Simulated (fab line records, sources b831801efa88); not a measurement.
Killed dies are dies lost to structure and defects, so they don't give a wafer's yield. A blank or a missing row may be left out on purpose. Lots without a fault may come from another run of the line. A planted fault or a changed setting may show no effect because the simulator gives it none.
fab line records | flow sky130
record lots=6 wafers=18 last_day=50
route steps=708 shown CAPM@554 METAL3@555 VIA3@573 PAD_OPEN@708
lots that met no fault: from a run of the same line without faults
start_h: hours from the record's first day to the start of the lot's first wafer shown | wait_h: hours since the lot's step before | " the same as in the row above | L1.1+2: a row that stands for several wafers | - no value, or no start given | * or withheld: withheld | < > ~ a bound
route shown NAME@n: a module of which the file shows steps, and the number in the route of the first | usual: mean/standard deviation of fault-free wafers | same: alike in all rows | chamber/n: place in a boat | sites: the reading at each site | _std_site: their standard deviation | _edge_site: outer sites' mean less inner sites' | radius_mm: how far each site lies from the wafer's centre | mask NAME#n: copy n | behind: the tool/chamber that last shaped the wafer | hold: why the lot was held/for how many hours/how that ended | device: the transistor (n, p or np) that didn't switch | end of line: the same wafers' tests at the end of the route | a step without rows: its recipe alone | killed: dies lost to structure and defects at the first sort, not the wafer's yield | map: a wafer's dies, x killed, . not, _ none there
set.NAME: the setting as run; set.NAME@STEP: as run at that earlier step | model.NAME: the simulator's own value behind a step, which no gauge read
lots at some steps of the route; a table a step, a row a wafer
services: from which hour (start_h, from the record's first day; less than 0 if before it) a tool's chamber was out of use, for how many hours, and why
## steps
# step SKY_CAPM_CLEAN_17
# recipe chemistry=O3/DIW dry=n2_spin
# step SKY_METAL3_DEHYDRATE_05
# recipe temp_c=200 time_s=60
# step SKY_METAL3_HMDS_06
# recipe prime_time_s=60 prime_temp_c=120
# step SKY_METAL3_COAT_07
# recipe resist=BARC temp_c=withheld time_s=withheld spin_rpm=2963 resist_thk_nm=60
# step SKY_METAL3_COAT_08
# recipe resist=KrF-thick spin_rpm=3000 resist_thk_nm=1140
# step SKY_METAL3_SOFTBAKE_09
# recipe temp_c=100 time_s=90 resist=KrF-thick
# step SKY_METAL3_EXPOSE_10
# recipe mask_id=MM3 na=0.68 source_shape=annular sigma_inner=0.4 sigma_outer=0.8 target_cd_nm=300 dose_mj=28
# step SKY_METAL3_PEB_11
# recipe peb_temp_c=withheld peb_time_s=withheld resist=KrF-thick
# step SKY_METAL3_DEVELOP_12
# recipe develop_time_s=60 resist=KrF-thick dev_temp_c=21
# step SKY_METAL3_CD_MEAS_13
# recipe target_cd_nm=300
# usual cd_nm=300.2/1.6
# columns lot.wafer tool chamber start_h wait_h cd_nm
L926.2 cd_sem-01 - 913.14 - 302.5
L926.4 " - " " 301.3
L926.5 " - " " 302.3
L936.4 cd_sem-02 - 986.33 - 302.0
L936.5 " - " " 303.2
L936.6 " - " " 302.9
L937.1 cd_sem-01 - 991.82 - 298.9
L937.2 " - " " 298.1
L937.4 " - " " 298.5
L941.3 cd_sem-01 - 1019.81 - 300.7
L941.4 " - " " 299.3
L941.6 " - " " 300.4
L946.3 cd_sem-01 - 1046.75 - 298.0
L946.4 " - " " 298.8
L946.5 " - " " 299.0
L947.1 cd_sem-01 - 1054.16 - 301.2
L947.3 " - " " 300.5
L947.5 " - " " 299.8
# step SKY_METAL3_OVL_MEAS_14
# usual METAL3_OVL=-4/5.5
# columns lot.wafer tool chamber start_h wait_h METAL3_OVL[nm]
L926.2 overlay-02 - 913.24 0.1 -10
L926.4 " - " " -6
L926.5 " - " " -5
L936.4 overlay-01 - 986.40 0.1 1
L936.5 " - " " -8
L936.6 " - " " -1
L937.1 overlay-02 - 991.94 0.1 -5
L937.2 " - " " -1
L937.4 " - " " -1
L941.3 overlay-01 - 1019.90 0.1 -1
L941.4 " - " " -9
L941.6 " - " " -6
L946.3 overlay-02 - 1046.85 0.1 -2
L946.4 " - " " -11
L946.5 " - " " 2
L947.1 overlay-02 - 1054.28 0.1 -1
L947.3 " - " " -2
L947.5 " - " " -2
# step SKY_METAL3_DESCUM_15
# recipe chemistry=O2 source_power_w=150 bias_power_w=0 pressure_mtorr=10 temp_c=40 time_s=8
# usual drypump_motor_current_A=5.9/0.47 oes_product_au=0.995/0.012
# same bias_power_w=0
# columns lot.wafer tool chamber start_h wait_h drypump_motor_current_A oes_product_au rf_hours_counter_h
L926.2 rie_metal-02 1 913.27 0.0 6.2 1.004 5
L926.4 " 0 " " 5.4 1.004 -
L926.5 " 1 " " 6.2 1.002 -
L936.4 rie_metal-02 0 986.43 0.0 5.4 1.004 -
L936.5 " 0 " " 5.4 1.004 -
L936.6 " 1 " " 6.1 1.010 -
L937.1 rie_metal-02 0 991.98 0.0 5.4 1.004 12
L937.2 " 1 " " 6.1 1.008 9
L937.4 " 0 " " 5.4 0.999 -
L941.3 rie_metal-01 0 1019.94 0.0 6.5 1.013 -
L941.4 " 1 " " 5.3 0.985 -
L941.6 " 0 " " 6.5 1.008 -
L946.3 rie_metal-04 1 1046.88 0.0 5.6 0.988 -
L946.4 " 0 " " 6.1 0.974 -
L946.5 " 1 " " 5.6 0.985 -
L947.1 rie_metal-04 0 1054.32 0.0 6.1 0.980 16
L947.3 " 1 " " 5.6 0.984 -
L947.5 " 0 " " 6.1 0.985 -
# step SKY_METAL3_ETCH_16
# recipe chemistry=N2/H2 target=BARC ion_energy_ev=200 bias_w=100 pressure_mtorr=30 n2_flow_sccm=100 h2_flow_sccm=200 icp_w=500 stop_on=SiO2 time_s=88.2 target_depth_a=600
# usual drypump_motor_current_A=5.9/0.47 oes_product_au=0.627/0.005 throttle_valve_pct=13.205/0.009
# columns lot.wafer tool chamber start_h wait_h drypump_motor_current_A oes_product_au rf_hours_counter_h throttle_valve_pct
L926.2 rie_metal-02 1 913.31 0.0 6.2 0.627 5 13.214
L926.4 " 0 " " 5.4 0.626 - 13.210
L926.5 " 1 " " 6.2 0.633 - 13.221
L936.4 rie_metal-02 0 986.49 0.0 5.4 0.626 - 13.207
L936.5 " 0 " " 5.4 0.628 - 13.204
L936.6 " 1 " " 6.2 0.614 - 13.197
L937.1 rie_metal-02 0 992.01 0.0 5.4 0.621 12 13.209
L937.2 " 1 " " 6.2 0.619 9 13.196
L937.4 " 0 " " 5.4 0.629 - 13.199
L941.3 rie_metal-01 0 1019.99 0.0 6.6 0.621 - 13.204
L941.4 " 1 " " 5.4 0.629 - 13.211
L941.6 " 0 " " 6.6 0.624 - 13.193
L946.3 rie_metal-04 1 1046.93 0.0 5.6 0.619 - 13.198
L946.4 " 0 " " 6.1 0.626 - 13.206
L946.5 " 1 " " 5.6 0.629 - 13.217
L947.1 rie_metal-04 0 1054.35 0.0 6.1 0.625 16 13.212
L947.3 " 1 " " 5.6 0.630 - 13.220
L947.5 " 0 " " 6.1 0.628 - 13.205
# step SKY_METAL3_ETCH_17
# recipe target=SiO2 stop_on=TiN chemistry=C4F8/O2/Ar source_w=1500 bias_w=1200 pressure_mtorr=40 c4f8_flow_sccm=withheld O2_flow_sccm=6 Ar_flow_sccm=300 time_s=3.9 target_depth_a=150
# step SKY_METAL3_METAL_ETCH_18
# recipe target_depth_a=8450 stop_on=SiO2 over_etch_frac=0.3 time_s=183.1 chemistry=Cl2/BCl3 resist_sidewall_deg=88 pressure_mtorr=10 icp_w=900 bias_w=48.5 Cl2_flow_sccm=60 bcl3_flow_sccm=30
# step SKY_METAL3_STRIP_19
# recipe chemistry=O2/N2 power_w=1400 pressure_mtorr=1500 platen_temp_c=withheld o2_flow_sccm=3000 n2_flow_sccm=300 overash_fraction=0.5
# usual drypump_motor_current_A=5.7/0.41 oes_product_au=0.505/0.0069 strip_time_to_endpoint_s=6.61/0.12
# columns lot.wafer tool chamber start_h wait_h drypump_motor_current_A oes_product_au rf_hours_counter_h strip_time_to_endpoint_s
L926.2 plasma_asher-02 1 913.60 0.1 4.9 0.502 51 6.70
L926.4 " 0 " " 5.8 0.506 - 6.60
L926.5 " 0 " " 5.8 0.504 - 6.63
L936.4 plasma_asher-04 1 986.78 0.1 6.0 0.502 - 6.60
L936.5 " 1 " " 6.0 0.508 - 6.81
L936.6 " 0 " " 6.1 0.509 - 6.70
L937.1 plasma_asher-04 0 992.30 0.1 6.1 0.504 23 6.58
L937.2 " 1 " " 6.0 0.515 23 6.83
L937.4 " 1 " " 6.0 0.502 - 6.59
L941.3 plasma_asher-03 1 1020.29 0.1 5.9 0.501 - 6.61
L941.4 " 0 " " 5.6 0.514 - 6.68
L941.6 " 0 " " 5.6 0.505 - 6.55
L946.3 plasma_asher-02 0 1047.23 0.1 5.9 0.493 - 6.55
L946.4 " 1 " " 4.9 0.501 - 6.52
L946.5 " 1 " " 4.9 0.505 - 6.55
L947.1 plasma_asher-03 0 1054.65 0.1 5.6 0.501 121 6.64
L947.3 " 1 " " 6.0 0.504 - 6.65
L947.5 " 1 " " 6.0 0.497 - 6.55
# step SKY_METAL3_STRIP_20
# recipe chemistry=post_etch_residue_remover time_s=1200 temp_c=72.5
# step SKY_METAL3_CLEAN_21
# recipe chemistry=IPA time_s=180 temp_c=25
# step SKY_METAL3_CLEAN_22
# recipe chemistry=O3/DIW dry=n2_spin
# step SKY_VIA3_HDPCVD_00
# recipe material=SiO2 target_thk_nm=1635 sigma_open_frac=0.3 time_s=272.5 temp_c=400 sih4_flow_sccm=60 pressure_mtorr=6
# step SKY_VIA3_THK_MEAS_01
# recipe reads=SiO2_of_VIA3_HDPCVD_00
# usual VIA3_HDPCVD_THK=1645/19
# columns lot.wafer tool chamber start_h wait_h VIA3_HDPCVD_THK[nm]
L926.2 film_metro-03 - 914.39 0.1 1641
L926.4 " - " " 1636
L926.5 " - " " 1634
L936.4 film_metro-02 - 987.55 0.0 1638
L936.5 " - " " 1603
L936.6 " - " " 1633
L937.1 film_metro-03 - 993.06 0.1 1622
L937.2 " - " " 1617
L937.4 " - " " 1619
L941.3 film_metro-01 - 1021.03 0.1 1654
L941.4 " - " " 1630
L941.6 " - " " 1654
L946.3 film_metro-01 - 1048.06 0.1 1654
L946.4 " - " " 1661
L946.5 " - " " 1659
L947.1 film_metro-03 - 1055.49 0.2 1622
L947.3 " - " " 1652
L947.5 " - " " 1645
# step SKY_VIA3_CMP_02
# recipe material=SiO2 down_force_psi=4 platen_rpm=60 pad_velocity_m_s=0.94248
# step SKY_VIA3_BOW_MEAS_03
# recipe mode=bow
# usual VIA3_BOW=80/8
# columns lot.wafer tool chamber start_h wait_h VIA3_BOW[um]
L926.2 film_metro-03 - 914.76 0.2 89
L926.4 " - " " 80
L926.5 " - " " 66
L936.4 film_metro-01 - 987.94 0.2 91
L936.5 " - " " 63
L936.6 " - " " 76
L937.1 film_metro-03 - 993.42 0.2 88
L937.2 " - " " 74
L937.4 " - " " 85
L941.3 film_metro-01 - 1021.44 0.1 78
L941.4 " - " " 85
L941.6 " - " " 88
L946.3 film_metro-03 - 1048.44 0.2 85
L946.4 " - " " 81
L946.5 " - " " 88
L947.1 film_metro-01 - 1055.85 0.1 63
L947.3 " - " " 84
L947.5 " - " " 92
# step SKY_VIA3_DEHYDRATE_04
# recipe temp_c=200 time_s=60
# step SKY_VIA3_HMDS_05
# recipe prime_time_s=60 prime_temp_c=120
# step SKY_VIA3_COAT_06
# recipe resist=BARC temp_c=withheld time_s=withheld spin_rpm=3000 resist_thk_nm=60
# step SKY_VIA3_COAT_07
# recipe resist=KrF-thick spin_rpm=3000 resist_thk_nm=450
# step SKY_VIA3_SOFTBAKE_08
# recipe temp_c=100 time_s=90 resist=KrF-thick
# step SKY_VIA3_EXPOSE_09
# recipe mask_id=VIM3 na=0.8 source_shape=annular sigma_inner=0.55 sigma_outer=0.85 target_cd_nm=200 dose_mj=38
# step SKY_VIA3_PEB_10
# recipe peb_temp_c=withheld peb_time_s=withheld resist=KrF-thick
# step SKY_VIA3_DEVELOP_11
# recipe develop_time_s=60 resist=KrF-thick dev_temp_c=21
# step SKY_VIA3_CD_MEAS_12
# recipe target_cd_nm=200
# usual cd_nm=199.9/1.6
# columns lot.wafer tool chamber start_h wait_h cd_nm
L926.2 cd_sem-02 - 939.83 - 198.4
L926.4 " - " " 199.3
L926.5 " - " " 197.4
L936.4 cd_sem-01 - 1010.68 - 199.4
L936.5 " - " " 199.3
L936.6 " - " " 198.3
L937.1 cd_sem-01 - 1016.90 - 200.7
L937.2 " - " " 200.3
L937.4 " - " " 201.5
L941.3 cd_sem-01 - 1043.36 - 199.4
L941.4 " - " " 199.7
L941.6 " - " " 198.4
L946.3 cd_sem-02 - 1070.16 - 200.3
L946.4 " - " " 199.5
L946.5 " - " " 198.6
L947.1 cd_sem-01 - 1076.00 - 200.8
L947.3 " - " " 201.3
L947.5 " - " " 201.7
# step SKY_VIA3_OVL_MEAS_13
# usual VIA3_OVL=3/5.7
# columns lot.wafer tool chamber start_h wait_h VIA3_OVL[nm]
L926.2 overlay-02 - 939.94 0.1 1
L926.4 " - " " -4
L926.5 " - " " -2
L936.4 overlay-01 - 1010.76 0.1 -5
L936.5 " - " " -1
L936.6 " - " " -10
L937.1 overlay-01 - 1017.02 0.1 4
L937.2 " - " " 12
L937.4 " - " " 12
L941.3 overlay-02 - 1043.45 0.1 7
L941.4 " - " " 9
L941.6 " - " " 9
L946.3 overlay-02 - 1070.25 0.1 5
L946.4 " - " " 5
L946.5 " - " " 2
L947.1 overlay-02 - 1076.12 0.1 -6
L947.3 " - " " -1
L947.5 " - " " -8
# step SKY_VIA3_ETCH_14
# recipe chemistry=N2/H2 target=BARC ion_energy_ev=200 source_w=500 bias_w=101.6 pressure_mtorr=30 n2_flow_sccm=100 h2_flow_sccm=200 stop_on=SiO2 time_s=45.9 target_depth_a=600
# step SKY_VIA3_ETCH_15
# recipe target=SiO2 chemistry=C4F8/O2/Ar target_depth_nm=507 stop_on=TiN mask_material=KrF-thick source_w=1500 bias_w=1200 pressure_mtorr=40 c4f8_flow_sccm=withheld O2_flow_sccm=6 Ar_flow_sccm=300 time_s=78
# usual oes_product_au=0.946/0.0047
# columns lot.wafer tool chamber start_h wait_h oes_product_au rf_hours_counter_h
L926.2 rie_diel-02 1 940.01 0.0 0.944 16
L926.4 " 2 " " 0.945 11
L926.5 " 1 " " 0.940 -
L936.4 rie_diel-02 3 1010.82 0.0 0.945 4
L936.5 " 1 " " 0.944 -
L936.6 " 0 " " 0.959 -
L937.1 rie_diel-04 2 1017.10 0.0 0.949 11
L937.2 " 3 " " 0.943 7
L937.4 " 0 " " 0.944 16
L941.3 rie_diel-02 2 1043.52 0.0 0.956 14
L941.4 " 0 " " 0.942 9
L941.6 " 3 " " 0.946 -
L946.3 rie_diel-03 3 1070.32 0.0 0.941 12
L946.4 " 1 " " 0.944 20
L946.5 " 0 " " 0.945 -
L947.1 rie_diel-02 1 1076.20 0.0 0.952 20
L947.3 " 3 " " 0.945 6
L947.5 " 0 " " 0.951 -
# step SKY_VIA3_STRIP_16
# recipe chemistry=O2/N2 power_w=1400 pressure_mtorr=1500 platen_temp_c=withheld o2_flow_sccm=3000 n2_flow_sccm=300 overash_fraction=0.5
# step SKY_VIA3_STRIP_17
# recipe chemistry=post_etch_residue_remover time_s=1200 temp_c=72.5
# step SKY_VIA3_CLEAN_18
# recipe chemistry=IPA time_s=180 temp_c=25
# step SKY_VIA3_CLEAN_19
# recipe chemistry=O3/DIW dry=n2_spin
# step SKY_VIA3_SPUTTER_20
# recipe material=TiN target_thk_nm=20 chamber_pressure_pa=5 power_w=4000 time_s=80
# usual throttle_valve_pct=30.2/1.1
# columns lot.wafer tool chamber start_h wait_h throttle_valve_pct
L926.2 pvd_sputter-04 - 940.68 0.0 31.9
L926.4 " - " " 29.2
L926.5 " - " " 30.7
L936.4 pvd_sputter-04 - 1011.60 0.0 29.7
L936.5 " - " " 30.5
L936.6 " - " " 29.2
L937.1 pvd_sputter-03 - 1017.96 0.0 28.8
L937.2 " - " " 29.9
L937.4 " - " " 29.5
L941.3 pvd_sputter-02 - 1044.23 0.0 29.4
L941.4 " - " " 31.3
L941.6 " - " " 29.0
L946.3 pvd_sputter-03 - 1071.05 0.0 30.1
L946.4 " - " " 29.3
L946.5 " - " " 28.8
L947.1 pvd_sputter-03 - 1076.86 0.0 31.5
L947.3 " - " " 29.6
L947.5 " - " " 31.7
# step SKY_VIA3_CVD_21
# recipe material=W target_thk_nm=390 time_s=117.31 temp_c=400 pressure_torr=40
# usual chamber_pressure_Torr=40.01/0.088 heater_power_w=855/61
# columns lot.wafer tool chamber start_h wait_h chamber_pressure_Torr heater_power_w
L926.2 cvd_w-01 1 940.78 0.1 40.11 912
L926.4 " 1 " " 40.02 934
L926.5 " 1 " " 39.96 948
L936.4 cvd_w-01 1 1011.70 0.1 39.97 915
L936.5 " 1 " " 39.98 927
L936.6 " 0 " " 39.96 852
L937.1 cvd_w-01 1 1018.02 0.0 40.06 936
L937.2 " 0 " " 40.08 869
L937.4 " 1 " " 40.08 921
L941.3 cvd_w-02 1 1044.33 0.1 40.06 822
L941.4 " 0 " " 40.10 762
L941.6 " 1 " " 40.05 829
L946.3 cvd_w-01 0 1071.15 0.1 40.13 848
L946.4 " 1 " " 40.07 959
L946.5 " 0 " " 39.98 857
L947.1 cvd_w-01 0 1076.93 0.0 39.90 862
L947.3 " 1 " " 40.09 941
L947.5 " 0 " " 40.00 842
# step SKY_VIA3_RS_MEAS_22
# recipe thk_meas_gauge=four-point-probe reads=W_of_VIA3_CVD_21+TiN_of_VIA3_SPUTTER_20
# usual VIA3_W_RS=0.292/0.0033
# columns lot.wafer tool chamber start_h wait_h VIA3_W_RS[ohm/sq]
L926.2 film_metro-03 - 941.00 0.2 0.294
L926.4 " - " " 0.291
L926.5 " - " " 0.295
L936.4 film_metro-03 - 1011.84 0.1 0.295
L936.5 " - " " 0.290
L936.6 " - " " 0.294
L937.1 film_metro-03 - 1018.15 0.1 0.290
L937.2 " - " " 0.294
L937.4 " - " " 0.291
L941.3 film_metro-01 - 1044.46 0.1 0.290
L941.4 " - " " 0.297
L941.6 " - " " 0.290
L946.3 film_metro-03 - 1071.27 0.1 0.296
L946.4 " - " " 0.291
L946.5 " - " " 0.295
L947.1 film_metro-03 - 1077.05 0.1 0.289
L947.3 " - " " 0.288
L947.5 " - " " 0.290
# step SKY_PAD_OPEN_PROBE_99
# usual defect_limited_yield=82.6/1.9 killed_at_M0_to_M3=43/5.9 killed_at_M4_up=2.9/1.5 killed_at_contacts=24/5 killed_at_front_end=15/4.8 killed_at_other=0.2/0.5 killed_dies=86/9.3 killed_open=47/7.1 killed_short=38/6.3 sort_bin_3_pad_short=0.8/0.42 sort_bin_5_function=10.2/1.4 sort_bin_6_memory=6.4/1.1 sort_n_pass=406/9.3 sort_yield_pct=82.6/1.9
# same gross_dies=492 killed_at_back_side=0 sort_bin_4_leakage[%]=0 sort_bin_8_speed[%]=0
# columns lot.wafer tool chamber start_h wait_h defect_limited_yield[%] killed_at_M0_to_M3 killed_at_M4_up killed_at_contacts killed_at_front_end killed_at_other killed_dies killed_open killed_short sort_bin_3_pad_short[%] sort_bin_5_function[%] sort_bin_6_memory[%] sort_n_pass sort_yield_pct[%] model.etest.tester.sort_n_pass model.etest.tester.sort_yield_pct model.etest.tester.sort_bin_5_pct model.etest.tester.sort_bin_3_pct
L936.4 prober-01 - 1141.79 0.2 70.3 108 4 21 12 1 146 48 32 4.1 18.3 7.3 346 70.3 346 70.33 18.29 4.065
L936.5 prober-01 - 1141.84 0.2 72.4 96 3 24 13 0 136 38 35 2.8 17.5 7.3 356 72.4 356 72.36 17.48 2.846
L936.6 prober-01 - 1141.89 0.2 82.5 40 0 21 25 0 86 50 36 0 9.6 7.9 406 82.5 406 82.52 9.553 0
L937.1 prober-02 - 1152.67 0.1 70.9 109 4 19 11 0 143 46 33 3.9 17.3 7.9 349 70.9 349 70.94 17.28 3.862
L937.2 prober-02 - 1152.72 0.1 84.3 42 3 13 19 0 77 42 35 0.6 9.1 5.9 415 84.3 415 84.35 9.146 0.6098
L937.4 prober-02 - 1152.82 0.2 75.4 91 0 16 14 0 121 30 28 4.5 13.6 6.5 371 75.4 371 75.41 13.62 4.472
L941.3 prober-02 - 1172.19 0.2 84.3 36 3 25 13 0 77 41 36 0.2 8.5 6.9 415 84.3 415 84.35 8.537 0.2033
L941.4 prober-02 - 1172.24 0.2 81.3 43 4 30 15 0 92 54 38 0.4 11.4 6.9 400 81.3 400 81.3 11.38 0.4065
L941.6 prober-02 - 1172.34 0.2 83.5 43 3 21 12 2 81 38 43 0.6 10.6 5.3 411 83.5 411 83.54 10.57 0.6098
L947.1 prober-01 - 1197.46 0.1 82.5 40 2 29 15 0 86 44 42 1.0 10.8 5.7 406 82.5 406 82.52 10.77 1.016
L947.3 prober-01 - 1197.56 0.2 81.5 45 4 28 14 0 91 51 40 1.0 10.0 7.5 401 81.5 401 81.5 9.959 1.016
L947.5 prober-01 - 1197.66 0.2 86.6 33 3 17 13 0 66 36 30 0.2 7.7 5.5 426 86.6 426 86.59 7.724 0.2033
# killed by level:class
L936.4 METAL3:unspecified=66 VIA2:geometric_particle:open=10 VIA1:geometric_particle:open=7 CONTACT:geometric_particle:open=6 CONTACT:geometric_particle:short=5 POLY_GATE:geometric_particle:open=5 LI_CONTACT:geometric_particle:open=5 VIA3:geometric_particle:open=5
L936.5 METAL3:unspecified=63 CONTACT:geometric_particle:open=9 LI_CONTACT:geometric_particle:short=6 LI_CONTACT:geometric_particle:open=6 VIA2:geometric_particle:open=6 METAL1:geometric_particle:short=6 VIA3:geometric_particle:open=6 POLY_GATE:geometric_particle:short=4
L936.6 CONTACT:geometric_particle:open=12 VIA2:geometric_particle:open=8 POLY_GATE:geometric_particle:short=7 METAL1:geometric_particle:short=6 VIA1:geometric_particle:open=6 VIA3:geometric_particle:open=6 FIELD_ISO:geometric_particle:short=5 LI_CONTACT:geometric_particle:open=5
L937.1 METAL3:unspecified=64 VIA3:geometric_particle:open=10 VIA1:geometric_particle:open=9 CONTACT:geometric_particle:open=7 VIA2:geometric_particle:open=6 METAL1:geometric_particle:short=5 VIA3:geometric_particle:short=5 FIELD_ISO:geometric_particle:open=4
L937.2 VIA1:geometric_particle:open=13 VIA1:geometric_particle:short=8 VIA2:geometric_particle:open=7 POLY_GATE:geometric_particle:open=5 POLY_GATE:geometric_particle:short=4 CONTACT:geometric_particle:open=4 VIA3:geometric_particle:open=4 METAL2:geometric_particle:short=4
L937.4 METAL3:unspecified=63 VIA1:geometric_particle:open=6 CONTACT:geometric_particle:open=5 METAL3:geometric_particle:short=5 VIA3:geometric_particle:open=5 CONTACT:geometric_particle:short=4 POLY_GATE:geometric_particle:short=3 LI_CONTACT:geometric_particle:open=3
L941.3 CONTACT:geometric_particle:open=9 VIA1:geometric_particle:open=7 METAL1:geometric_particle:short=6 VIA2:geometric_particle:open=6 LI_CONTACT:geometric_particle:open=5 LOCAL_INTERCONNECT:geometric_particle:short=5 METAL2:geometric_particle:short=5 POLY_GATE:geometric_particle:short=3
L941.4 LI_CONTACT:geometric_particle:open=11 VIA1:geometric_particle:open=9 METAL2:geometric_particle:short=9 VIA2:geometric_particle:open=9 CONTACT:geometric_particle:open=7 LI_CONTACT:geometric_particle:short=5 VIA2:geometric_particle:short=5 POLY_GATE:geometric_particle:open=4
L941.6 METAL2:geometric_particle:short=9 LOCAL_INTERCONNECT:geometric_particle:short=8 CONTACT:geometric_particle:open=7 VIA1:geometric_particle:open=7 VIA3:geometric_particle:open=7 VIA2:geometric_particle:open=6 VIA2:geometric_particle:short=5 FIELD_ISO:geometric_particle:short=4
L947.1 LI_CONTACT:geometric_particle:open=11 VIA3:geometric_particle:short=7 VIA2:geometric_particle:open=7 CONTACT:geometric_particle:open=5 LOCAL_INTERCONNECT:geometric_particle:short=5 METAL1:geometric_particle:short=5 VIA3:geometric_particle:open=5 VIA1:geometric_particle:open=4
L947.3 VIA1:geometric_particle:open=12 LI_CONTACT:geometric_particle:open=8 CONTACT:geometric_particle:short=8 VIA1:geometric_particle:short=7 VIA3:geometric_particle:open=7 VIA2:geometric_particle:open=6 CONTACT:geometric_particle:open=5 FIELD_ISO:geometric_particle:open=4
L947.5 VIA1:geometric_particle:open=7 CONTACT:geometric_particle:open=7 VIA3:geometric_particle:open=6 LI_CONTACT:geometric_particle:open=5 VIA3:geometric_particle:short=5 METAL1:geometric_particle:short=4 VIA1:geometric_particle:short=4 FIELD_ISO:geometric_particle:open=3
# map L936.4 (x killed, . not)
__________........x._________
________.xx..........x_______
______......x.x....x...x_____
_____.......x............____
____.....x...x........x...___
___.......x...x...xx...x...__
__x.x..x.x.....x.xxxxx......_
_.............xxxxxxxxxx.....
_...x...x..xx..xxxxxxxxx.x...
_xx.xx..x.....xxxxxxxxxxxx...
_..........x.x.xxxxxxxxxx.xxx
_..........xx.xxxxxxxxxxx....
_.........xx..x..xxxxxxx....x
_.x.......x..x..xxx.x.x...x..
_....x..xx......x..xxxx..x...
__.........x.x...xx.....x..x_
___..x.........x........x..__
____x............xx.x.xx..___
_____.........x....x.....____
______....x......x......_____
________..x..........x_______
__________.........._________
# map L937.1 (x killed, . not)
__________.........._________
________......x......._______
______......x.....x..x.x_____
_____..x.xx....x.....x...____
____............x..xx.....___
___......x...x.....xx.x.xx.__
__.........xx..x.xxxxxx....._
_xx.x...x.......xxxxxxx.x.xx.
_...xx.....x...x.xxxxxxxx....
_x......x....xxxxxxxxxxxx.x..
_.x.........x.xxxxxxxxx.x..x.
_....x......x..xxxxxxxxx..x..
_.............x.xxxxxxxxx.x..
_..........x.x...xxxx..x..x..
_x......x..x.......x.xx.x..x.
__........x...x.........xx.._
___..........x........x....__
____.......x.x.xx.........___
_____......x.....x.x.xx..____
______..x.....x.....x..._____
________...x.........x_______
__________..x......._________
## services
# columns tool chamber start_h hours kind
pvd_sputter-02 - 900.91 10.6 repair
cvd_w-02 - 904.00 14.0 pm
rie_metal-04 - 919.00 0.5 repair
rie_metal-04 0 920.10 4.3 repair
rie_diel-02 1 926.81 1.6 repair
plasma_asher-02 - 930.86 1.9 repair
cvd_w-02 1 933.83 14.6 repair
cvd_w-01 0 940.04 9.2 repair
cvd_w-02 0 941.55 8.1 repair
rie_diel-02 - 959.67 1.7 repair
rie_diel-04 - 967.33 14.6 pm
plasma_asher-04 - 973.40 1.5 repair
rie_metal-04 0 978.51 1.7 repair
rie_diel-04 0 984.70 15.3 repair
plasma_asher-02 - 1010.94 2.8 repair
rie_metal-04 0 1015.94 1.2 repair
plasma_asher-02 - 1036.81 2.8 pm
rie_diel-03 - 1045.32 2.8 pm
rie_metal-02 1 1050.84 4.1 repair
pvd_sputter-04 - 1053.87 1.9 repair
plasma_asher-03 - 1055.25 9.0 pm
rie_diel-04 0 1061.44 4.6 repair
pvd_sputter-03 - 1072.59 3.6 repair
cvd_w-02 1 1075.94 16.4 repair
## key
first_sign step=SKY_PAD_OPEN_PROBE_99 reading=killed_at_M0_to_M3 direction=up sigmas=9.8 usual=43 struck=101
effect step=SKY_PAD_OPEN_PROBE_99 reading=sort_bin_3_pad_short direction=up sigmas=7.2 usual=0.8 struck=3.8
model_effect step=SKY_PAD_OPEN_PROBE_99 value=etest.tester.sort_n_pass without=411 struck=355.5
met_at SKY_METAL3_ETCH_16
struck_wafers L936.4,L936.5,L937.1,L937.4
onset_between 913.31 986.49
fault kind=chamber_particle_source tool=rie_metal-02 chamber=0 onset_h=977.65 steps=SKY_METAL3_ETCH_16 rate_per_visit_cm2=1.4295 end_h=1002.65
